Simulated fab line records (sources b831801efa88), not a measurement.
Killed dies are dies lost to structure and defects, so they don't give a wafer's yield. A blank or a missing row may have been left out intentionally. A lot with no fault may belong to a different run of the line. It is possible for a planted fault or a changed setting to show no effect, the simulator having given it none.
The same fault as seen by 2 desks    flow sky130    each desk holds nothing but its own numbers, with what lay behind them at the end

## TOOL OWNER'S DESK, rie-diel-04
The tool's own readings at SKY_VIA3_ETCH_14 (etches BARC in N2/H2, stops on SiO2, time 45.9 s, target depth 60 nm): means of the sampled wafers that have a number, for each lot that ran on this tool. The brackets show how far a lot's mean lies from the usual mean; more than 4 standard deviations puts the lot out of limits, marked OUT.
Columns: A = drypump-motor-current-A at SKY_VIA3_ETCH_14, usual 5.6 A; B = h2-flow-sccm at SKY_VIA3_ETCH_14, usual 200.0 sccm; C = oes-product-au at SKY_VIA3_ETCH_14, usual 0.854 a.u.; D = run-length-s at SKY_VIA3_ETCH_14, usual 74.2 s; E = throttle-valve-pct at SKY_VIA3_ETCH_14, usual 13.225 %
lot   first seen here  A    B      C                 D                E
L334  day 40 16:45     5.8  199.8  0.860             74.1             13.227
L339  day 41 19:21     5.5  199.8  0.858             74.2             13.231
L340  day 42 19:55     5.6  200.6  0.857             73.9             13.228
L347  day 44 01:10     5.6  199.5  0.854             73.8             13.224
L348  day 44 04:58     5.5  200.3  0.849             74.1             13.220
L354  day 45 05:31     5.5  200.1  0.786 (-13) OUT   81.8 (+15) OUT   13.224
L355  day 45 16:07     5.8  200.3  0.831 (-4.3) OUT  76.4 (+4.2) OUT  13.230
This desk's verdict: out of limits on L354, L355, starting with L354 at day 45 05:31 (oes-product-au at SKY_VIA3_ETCH_14). L334, L339, L340, L347, L348 stayed within limits.

## AT THE METROLOGY DESK
Lot by lot, what the gauges showed, no matter which tool ran the lot: averages of those sampled wafers that carry a number. The brackets show how far a lot's mean lies from the usual mean; more than 4 standard deviations puts the lot out of limits, marked OUT.
Columns: A = VIA1_OVL at SKY_VIA1_OVL_MEAS_13, usual 0 nm; B = cd-nm at SKY_METAL2_CD_MEAS_15, usual 140.1 nm
lot   first seen here  A   B
L334  day 35 04:07     4   139.1
L337  day 36 03:31     5   141.6
L339  day 36 08:34     -2  139.7
L338  day 36 19:25     6   140.6
L340  day 37 10:31     1   141.6
L347  day 38 22:46     -4  141.5
L344  day 38 23:08     3   139.2
L345  day 38 23:29     2   139.3
L348  day 39 00:07     3   139.5
L354  day 40 04:05     2   137.7
L355  day 40 15:19     -1  142.2
L357  day 41 00:13     -3  140.4
This desk's finding: nothing out of limits on any of the 12 lots.

## PUT TOGETHER
At day 45 05:31, on L354, L355, the tool owner's desk was in a position to raise an alarm.
Metrology desk: nothing out of limits seen.
The metrology desk holds a record of L354, L355, inside its limits.
The lots listed all ran SKY_VIA3_ETCH_14 on rie-diel-04.

## WHAT WAS PUT IN BY THE SIMULATOR
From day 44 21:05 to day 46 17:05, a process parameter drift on rie-diel-04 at SKY_VIA3_ETCH_14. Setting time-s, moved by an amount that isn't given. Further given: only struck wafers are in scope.
Shown lots that were struck: L354, L355.
Hours from the fault's start to each desk's first reading out of limits: the tool owner's desk, 8.
